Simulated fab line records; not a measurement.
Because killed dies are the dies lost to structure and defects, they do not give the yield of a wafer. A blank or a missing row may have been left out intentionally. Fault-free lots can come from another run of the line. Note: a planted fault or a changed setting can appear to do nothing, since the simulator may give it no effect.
Matching of chambers    flow gf180mcu    4 sister chambers for GF_V1_CMP_04 on cmp-02
The step polishes SiO2. 4 wafers are shown with their chamber, then 9 later ones without.

== WAFERS, EACH WITH ITS CHAMBER ==
wafer   chamber  motorCurrentA (A)
L503.1  1        11.3
L503.2  2        12.1
L504.2  3        13.1
L504.6  0        13.5

== WAFERS WITH NO CHAMBER GIVEN ==
wafer   motorCurrentA (A)
L509.3  14.7
L509.4  12.6
L509.6  11.7
L510.2  10.7
L510.4  13.2
L510.6  12.8
L515.3  14.2
L515.5  10.7
L515.6  11.6

== THE CHAMBER EACH PASSED THROUGH ==
wafer   from the rows above                in truth
L509.3  can't be placed: 0 or 3            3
L509.4  can't be placed: 2 or 3 or 0 or 1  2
L509.6  can't be placed: 1 or 2 or 3       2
L510.2  can't be placed: 1 or 2            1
L510.4  can't be placed: 3 or 0 or 2       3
L510.6  can't be placed: 3 or 0 or 2 or 1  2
L515.3  can't be placed: 0 or 3            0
L515.5  can't be placed: 1 or 2            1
L515.6  can't be placed: 1 or 2 or 3       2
Correctly placed: 0 of 9. Cannot be placed on the basis of these rows: 9; the candidates contain the true chamber in 9. Placed wrongly: 0.
How it was worked out, from the rows above alone: a wafer's distance from a chamber is the root of the sum, over the readings, of the square of ((its reading less the chamber's mean) divided by the reading's scatter). The wafer belongs to the nearest chamber; if the next one is less than 2 further off, it can't be placed. Each chamber's mean is taken over the wafers shown for it. The scatter: with one shown wafer a chamber, the root of the mean of the squares of how far each hidden wafer lies from its nearest shown one.
